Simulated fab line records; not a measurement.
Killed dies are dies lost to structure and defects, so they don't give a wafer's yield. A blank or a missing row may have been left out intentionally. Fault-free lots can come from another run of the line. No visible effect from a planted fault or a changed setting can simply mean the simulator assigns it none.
Code-filled problem report in 8D (eight disciplines) form / flow sky130 / the parts of the form that need people (team, actions taken, sign-off) are left out

1. THE ISSUE
Wafers without a fault read 56.60 W, standard deviation 0.043; heater-power-total-W at SKY_RES_XHIGH_SOFTBAKE_03 reads a mean of 62.23 W on 6 wafers belonging to 2 lots. That is +99 or more standard deviations from the usual mean.
The step: time 60 s.
First seen on wafer L991.1, day 29 08:14, on litho-track-04. The record has a number at this step for 18 wafers belonging to 6 lots. Rule for "out", or "out of limits": more than 4 standard deviations from the usual mean. All remaining wafers that have a number are taken as sound.

2. WHAT IT IS AND WHAT IT IS NOT
question=which readings at this step | is=heater-power-total-W, run-length-s | is not=-
question=which lots | is=L991, L992 | is not=L100, L107, L987, L997
question=which wafers of those lots | is=all that have a number | is not=-
question=read on which tools | is=litho-track-04 | is not=litho-track-03
question=when | is=from day 29 08:14 | is not=up to then (3 sound wafers); but 9 sound wafers of L100, L107, L997 came after

3. WHAT RULES OUT EACH SUSPECT
Counting: a tool at any process step up to the reading remains a suspect when it ran all the lots that are out and ran no sound lot after the first of those.
- plasma-asher-04 at SKY_SD_P_STRIP_10 (strips in O2/N2): kept. It ran every lot that is out, first L991 (day 28 18:02), and no sound lot after that.
- litho-track-04 at SKY_RES_XHIGH_SOFTBAKE_03 (time 60 s): kept. It processed each lot that is out, first L991 at day 29 08:14, and no sound lot thereafter; up to then, the last sound lot it processed was L987 at day 27 07:11. On those wafers its own readings are out: heater-power-total-W, run-length-s.
The count leaves litho-track-04 at SKY_RES_XHIGH_SOFTBAKE_03 and plasma-asher-04 at SKY_SD_P_STRIP_10.

4. THE CAUSE (what the simulator had put in)
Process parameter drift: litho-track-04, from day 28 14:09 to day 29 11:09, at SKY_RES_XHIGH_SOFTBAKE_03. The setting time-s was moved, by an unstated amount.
Counting left 2 suspects, and this tool is among them.

5. THE CHAIN OF EFFECTS, in route order
Each row: a reading whose mean over the struck wafers that have a number lies more than 3 standard deviations from the usual. Readings are gone through only where the record gives a usual standard deviation; hours: the median, over the lots, of the time from a lot's start at the first step in this table giving one to that lot's start at this step; sigmas: the change measured in usual standard deviations.
hours=0; step=SKY_RES_XHIGH_SOFTBAKE_03; reading=heater-power-total-W; usual=56.60 W; on struck wafers=62.23; change=+5.63; sigmas=+99 or more
hours=0; step=SKY_RES_XHIGH_SOFTBAKE_03; reading=run-length-s; usual=89.2 s; on struck wafers=73.8; change=-15.4; sigmas=-47
The process steps in it:
- SKY_RES_XHIGH_SOFTBAKE_03: time 60 s.

6. HOW IT WOULD HAVE BEEN CAUGHT EARLIER
In this record the first reading out of limits was taken at day 29 08:14, 18 hours after the fault began at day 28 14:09.
